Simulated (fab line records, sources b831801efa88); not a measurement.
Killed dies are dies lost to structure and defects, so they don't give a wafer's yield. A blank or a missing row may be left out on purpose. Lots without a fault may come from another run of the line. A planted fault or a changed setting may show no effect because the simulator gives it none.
Which tool did it? | flow sky130 | 10 lots, 30 wafers sampled, at 2 steps of a route of 708

WHAT THE GAUGES READ, wafer by wafer
SKY_LOCAL_INTERCONNECT_THK_MEAS_02: measures by xrf.
lot  | measured     | on            | LOCAL_INTERCONNECT_TIN_THK (nm)
L124 | day 29 23:07 | film_metro-03 | 101.3 100.9 100.6
L125 | day 29 23:26 | film_metro-02 | 98.5 99.6 98.5
L126 | day 30 08:08 | film_metro-04 | 101.0 100.8 101.1
L128 | day 31 01:50 | film_metro-02 | 101.4 100.0 102.4
L132 | day 32 12:08 | film_metro-04 | 99.8 101.0 100.7
L141 | day 35 23:28 | film_metro-02 | 100.0 100.5 101.6
L139 | day 35 23:49 | film_metro-04 | 100.7 103.1 101.2
L143 | day 36 01:28 | film_metro-04 | 101.2 103.8 101.4
L144 | day 36 05:25 | film_metro-02 | 100.9 98.0 97.4
L145 | day 36 16:31 | film_metro-03 | 100.0 100.9 99.3

WHICH TOOL RAN EACH LOT (tool, then ch and the chambers of the sampled wafers, then the start)
lot  | SKY_LOCAL_INTERCONNECT_SPUTTER_00
L124 | pvd_sputter-04, day 29 22:55
L125 | pvd_sputter-02, day 29 23:15
L126 | pvd_sputter-04, day 30 07:56
L128 | pvd_sputter-02, day 31 01:37
L132 | pvd_sputter-03, day 32 11:56
L141 | pvd_sputter-03, day 35 23:16
L139 | pvd_sputter-04, day 35 23:38
L143 | pvd_sputter-03, day 36 01:16
L144 | pvd_sputter-02, day 36 05:14
L145 | pvd_sputter-03, day 36 16:20
- SKY_LOCAL_INTERCONNECT_SPUTTER_00: material TiN, target thk 100 nm, time 83.3 s.

THE ANSWER, worked out from the rows above alone
Rule: what is usual is taken from the lots themselves. Put in order of their means at a reading, lots are off if they are a third of the lots or fewer, leave a main group of 4 or more, and stand apart from it by a gap of 3 or more times the standard deviation of the main group's means; of several such gaps the widest counts. A main group whose means are all the same, to the digits that the tables above print for the reading, isn't used. A lot without any number at a reading at which 4 lots or more have one is off too. The other lots that the step has rows for count as sound.
No lot is off at any reading shown: from this, nothing can be told.

WHAT THE SIMULATOR HAD PUT IN
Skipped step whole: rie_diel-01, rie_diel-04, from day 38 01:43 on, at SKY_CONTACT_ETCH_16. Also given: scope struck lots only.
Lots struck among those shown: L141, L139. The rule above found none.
